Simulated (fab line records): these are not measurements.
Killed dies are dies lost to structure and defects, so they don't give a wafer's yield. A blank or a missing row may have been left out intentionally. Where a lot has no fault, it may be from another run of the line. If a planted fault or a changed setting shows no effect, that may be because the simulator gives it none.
Matching of chambers + flow gf180mcu + 4 sister chambers for GF_V3_CMP_04 on cmp-01
The step polishes SiO2. 6 wafers are shown with their chamber, then 7 later ones without.

WAFERS WITH THEIR CHAMBER
| wafer  | chamber | motorCurrentA (A) | edgeZonePressureFrac |
|--------|---------|-------------------|----------------------|
| L711.6 | 2       | 12.3              | 1.013                |
| L714.1 | 3       | 10.0              | 1.005                |
| L716.4 | 1       | 12.8              | 1.000                |
| L716.5 | 0       | 12.0              | 0.994                |
| L726.1 | 0       | 13.6              | 1.007                |
| L726.3 | 1       | 12.5              | 0.999                |

WAFERS WHOSE CHAMBER IS MISSING
| wafer  | motorCurrentA (A) | edgeZonePressureFrac |
|--------|-------------------|----------------------|
| L726.5 | 12.9              | 0.999                |
| L731.1 | 12.5              | 1.002                |
| L731.4 | 10.1              | 1.001                |
| L731.6 | 10.9              | 1.005                |
| L733.1 | 12.8              | 1.002                |
| L733.4 | 12.2              | 0.990                |
| L733.5 | 9.7               | 1.006                |

EACH ONE'S CHAMBER
| wafer  | from the rows above               | in truth |
|--------|-----------------------------------|----------|
| L726.5 | can't be placed: 0 or 1           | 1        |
| L731.1 | can't be placed: 1 or 0 or 2      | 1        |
| L731.4 | 3                                 | 3        |
| L731.6 | can't be placed: 3 or 2 or 1 or 0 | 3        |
| L733.1 | can't be placed: 0 or 1 or 2      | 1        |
| L733.4 | can't be placed: 1 or 0 or 2 or 3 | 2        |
| L733.5 | 3                                 | 3        |
Correctly placed: 2 of 7. Not placeable from these rows: 5 (in 5, the candidates include the true chamber). 0 placed wrongly.
How it was worked out, from the rows above alone: a wafer's distance from a chamber is the root of the sum, over the readings, of the square of ((its reading less the chamber's mean) divided by the reading's scatter). The wafer belongs to the nearest chamber; if the next one is less than 2 further off, it can't be placed. For every chamber, the mean is computed from those of its wafers that are shown. The scatter: the root of (the sum of the squares of (reading less its chamber's mean) over the shown wafers, divided by (wafers less chambers)).
